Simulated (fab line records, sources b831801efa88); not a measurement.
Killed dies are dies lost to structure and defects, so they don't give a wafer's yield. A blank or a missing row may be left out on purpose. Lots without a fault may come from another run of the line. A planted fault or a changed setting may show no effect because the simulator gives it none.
One fault seen from 2 desks | flow gf180mcu | each desk has only its own numbers; what lay behind them comes last

THE METROLOGY DESK
What the gauges read, lot by lot, whatever tool the lot ran on: means of the sampled wafers that have a number. A lot is out of limits, marked OUT, if its mean lies more than 4 standard deviations from the usual mean; the brackets give that distance.
Columns: A = cd_nm at GF_V5_CD_MEAS_14, usual 260.0 nm
lot  | first seen here | A
L121 | day 27 04:13    | 259.5
L122 | day 27 20:28    | 259.9
L124 | day 28 08:24    | 257.6
L123 | day 28 08:45    | 260.0
L126 | day 29 03:14    | 260.7
L128 | day 29 16:00    | 260.2
L129 | day 30 04:14    | 261.2
L134 | day 31 10:36    | 260.7
L141 | day 32 14:00    | 258.6
L140 | day 32 18:37    | 257.7
L142 | day 32 21:19    | 260.0
L143 | day 33 05:22    | 259.4
L144 | day 33 05:44    | 258.5
This desk's finding: nothing out of limits on any of the 13 lots.

THE TOOL OWNER'S DESK: litho_track-02
The tool's own readings at GF_V5_SOFTBAKE_10 (time 60 s): means of the sampled wafers that have a number, for each lot that ran on this tool. A lot is out of limits, marked OUT, if its mean lies more than 4 standard deviations from the usual mean; the brackets give that distance.
Columns: A = heater_power_total_W at GF_V5_SOFTBAKE_10, usual 93.05 W; B = plate_temp_C at GF_V5_SOFTBAKE_10, usual 129.99 C; C = run_length_s at GF_V5_SOFTBAKE_10, usual 89.06 s
lot  | first seen here | A               | B      | C
L122 | day 27 10:00    | 92.98           | 129.91 | 89.06
L124 | day 27 22:00    | 93.03           | 129.99 | 89.06
L128 | day 29 06:00    | 93.04           | 129.99 | 89.13
L141 | day 32 05:00    | 96.80 (+67) OUT | -      | 82.57 (-54) OUT
L140 | day 32 10:00    | 96.70 (+65) OUT | -      | 82.46 (-55) OUT
This desk's finding: out of limits on L140, L141; first on L141, day 32 05:00 (heater_power_total_W at GF_V5_SOFTBAKE_10). In limits: L122, L124, L128.

PUT TOGETHER
The tool owner's desk could have raised an alarm at day 32 05:00, on L140, L141.
The metrology desk saw nothing out of limits.
The metrology desk has L140, L141 on record, within its limits.
Of the lots named, all ran GF_V5_SOFTBAKE_10 on litho_track-02.

WHAT THE SIMULATOR HAD PUT IN
Process parameter drift: litho_track-02, from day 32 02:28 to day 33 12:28, at GF_V5_SOFTBAKE_10. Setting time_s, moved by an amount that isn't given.
Lots struck among those shown: L140, L141.
Hours from the fault's start to each desk's first reading out of limits: the tool owner's desk, 3.
